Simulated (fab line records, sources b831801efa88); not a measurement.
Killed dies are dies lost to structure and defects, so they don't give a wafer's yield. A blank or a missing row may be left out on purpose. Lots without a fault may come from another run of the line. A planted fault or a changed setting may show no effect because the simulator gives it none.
Which tool did it? | flow sky130 | 11 lots, 33 wafers sampled, at 2 steps of a route of 708

WHAT THE GAUGES READ, wafer by wafer
SKY_LOCAL_INTERCONNECT_RS_MEAS_01: measures by four-point-probe.
lot  | measured     | on            | LOCAL_INTERCONNECT_TIN_RS (ohm/sq)
L886 | day 29 00:39 | film_metro-01 | 14.17 14.05 14.34
L888 | day 30 01:36 | film_metro-02 | 14.16 14.31 14.21
L894 | day 31 19:27 | film_metro-01 | 14.35 10.23 10.13
L897 | day 32 18:48 | film_metro-03 | 10.00 9.97 10.00
L900 | day 33 17:56 | film_metro-01 | 14.11 14.19 13.91
L901 | day 33 22:25 | film_metro-03 | 14.02 14.07 13.82
L903 | day 35 13:48 | film_metro-01 | 13.88 14.02 14.25
L906 | day 35 16:43 | film_metro-03 | 14.31 14.23 14.05
L905 | day 35 18:05 | film_metro-02 | 14.17 13.79 14.19
L907 | day 35 23:19 | film_metro-02 | 13.93 14.12 14.20
L909 | day 36 15:29 | film_metro-01 | 13.87 14.01 13.92

WHICH TOOL RAN EACH LOT (tool, then ch and the chambers of the sampled wafers, then the start)
lot  | SKY_LOCAL_INTERCONNECT_SPUTTER_00
L886 | pvd_sputter-01, day 29 00:35
L888 | pvd_sputter-04, day 30 01:32
L894 | pvd_sputter-01, day 31 19:22
L897 | pvd_sputter-01, day 32 18:42
L900 | pvd_sputter-04, day 33 17:48
L901 | pvd_sputter-04, day 33 22:20
L903 | pvd_sputter-01, day 35 13:42
L906 | pvd_sputter-04, day 35 16:39
L905 | pvd_sputter-01, day 35 17:59
L907 | pvd_sputter-04, day 35 23:15
L909 | pvd_sputter-04, day 36 15:24
- SKY_LOCAL_INTERCONNECT_SPUTTER_00: material TiN, target thk 100 nm, time 83.3 s.

THE ANSWER, worked out from the rows above alone
Rule: what is usual is taken from the lots themselves. Put in order of their means at a reading, lots are off if they are a third of the lots or fewer, leave a main group of 4 or more, and stand apart from it by a gap of 3 or more times the standard deviation of the main group's means; of several such gaps the widest counts. A main group whose means are all the same, to the digits that the tables above print for the reading, isn't used. A lot without any number at a reading at which 4 lots or more have one is off too. The other lots that the step has rows for count as sound.
Off: L894, L897, at SKY_LOCAL_INTERCONNECT_RS_MEAS_01 (LOCAL_INTERCONNECT_TIN_RS). The main group: mean 14.09 ohm/sq, standard deviation 0.095.
A tool fits if, at a process step before that reading, it ran every lot that is off, and no sound lot after the first of them. The gauges at SKY_LOCAL_INTERCONNECT_RS_MEAS_01 are tried like those tools. None of those tried fits.

WHAT THE SIMULATOR HAD PUT IN
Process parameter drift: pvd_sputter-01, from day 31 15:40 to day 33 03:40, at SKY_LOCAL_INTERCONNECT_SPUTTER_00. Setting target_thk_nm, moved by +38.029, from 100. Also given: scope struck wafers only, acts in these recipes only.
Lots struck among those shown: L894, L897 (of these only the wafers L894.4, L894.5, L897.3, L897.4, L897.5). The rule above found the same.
